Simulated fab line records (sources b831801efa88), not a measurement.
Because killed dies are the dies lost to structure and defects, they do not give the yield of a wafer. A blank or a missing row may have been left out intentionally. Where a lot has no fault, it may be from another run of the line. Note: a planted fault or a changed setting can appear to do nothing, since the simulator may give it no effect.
Which tool is to blame?	flow sfq_line	45 wafers sampled from 15 lots at 1 step of a route of 325

## WHAT THE GAUGES READ, wafer by wafer
No reading from a measuring or inspecting step in the record can be judged against a usual standard deviation.

## WHAT TOOL EACH LOT RAN ON (gives the tool, then ch and the chambers of the sampled wafers, and finally the start)
lot	SFQ_TRILAYER_M3_ETCH_METAL_ETCH_078
L479	rie_metal-03 ch 0,1, day 35 20:46
L481	rie_metal-03 ch 0,1, day 36 23:49
L482	rie_metal-02 ch 0,1, day 37 01:03
L483	rie_metal-02 ch 0,1, day 38 15:40
L484	rie_metal-02 ch 0,1, day 38 19:08
L485	rie_metal-02 ch 0,1, day 39 08:20
L492	rie_metal-04 ch 0,1, day 41 20:59
L493	rie_metal-02 ch 0, day 42 12:44
L494	rie_metal-03 ch 0,1, day 42 22:31
L495	rie_metal-04 ch 0,1, day 43 12:36
L496	rie_metal-02 ch 0,1, day 44 15:55
L498	rie_metal-02 ch 0,1, day 51 23:34
L500	rie_metal-02 ch 0,1, day 52 06:49
L501	rie_metal-02 ch 0,1, day 52 09:10
L502	rie_metal-04 ch 0,1, day 52 11:34
- SFQ_TRILAYER_M3_ETCH_METAL_ETCH_078: etches Nb in Cl2/Ar, stops on SiO2, target depth 240 nm, time 120 s.

## WHAT THE TOOLS THEMSELVES READ (means of the sampled wafers that have a number; where no wafer has one, the mark that the record gives instead)
SFQ_TRILAYER_M3_ETCH_METAL_ETCH_078. Usual: drypump_motor_current_A 5.58 A, standard deviation 0.29; oes_product_au 0.895 a.u., standard deviation 0.0078; run_length_s 148.5 s, standard deviation 0.42.
lot	tool	drypump_motor_current_A (A)	oes_product_au (a.u.)	run_length_s (s)	flag
L479	rie_metal-03	5.24	0.887	148.5	
L481	rie_metal-03	5.24	0.902	148.6	
L482	rie_metal-02	5.73	0.898	148.7	
L483	rie_metal-02	5.71	0.840	165.6	OFF
L484	rie_metal-02	5.81	0.866	157.1	OFF
L485	rie_metal-02	5.80	0.832	165.5	OFF
L492	rie_metal-04	5.28	0.905	147.9	
L493	rie_metal-02	5.63	0.901	148.7	
L494	rie_metal-03	5.43	0.886	148.3	
L495	rie_metal-04	5.40	0.892	148.1	
L496	rie_metal-02	5.80	0.897	148.4	
L498	rie_metal-02	5.82	0.892	148.5	
L500	rie_metal-02	5.73	0.894	148.9	
L501	rie_metal-02	5.73	0.897	148.8	
L502	rie_metal-04	5.28	0.908	147.9	

## THE ANSWER, worked out from the rows above alone
Rule: a lot counts as off when the mean over its wafers that have a number is more than 3 standard deviations away from the usual mean. Also off: a lot with no number at a reading for which 4 or more lots have one. Where the step has rows for the other lots, those lots are counted as sound. The gauges are gone through in route order, then the tools' own readings, and for those a lot's mean is taken as printed above. The first step at which some lot is off is used, and at that step the reading that is off furthest; a lot without a number counts as furthest.
Off at SFQ_TRILAYER_M3_ETCH_METAL_ETCH_078 (run_length_s): L483, L484, L485.
If a tool, at that step or one of the process steps before it, ran each lot that is off and ran no sound lot following the first of them, it fits. None of those tried fits.

## WHAT THE SIMULATOR PUT IN
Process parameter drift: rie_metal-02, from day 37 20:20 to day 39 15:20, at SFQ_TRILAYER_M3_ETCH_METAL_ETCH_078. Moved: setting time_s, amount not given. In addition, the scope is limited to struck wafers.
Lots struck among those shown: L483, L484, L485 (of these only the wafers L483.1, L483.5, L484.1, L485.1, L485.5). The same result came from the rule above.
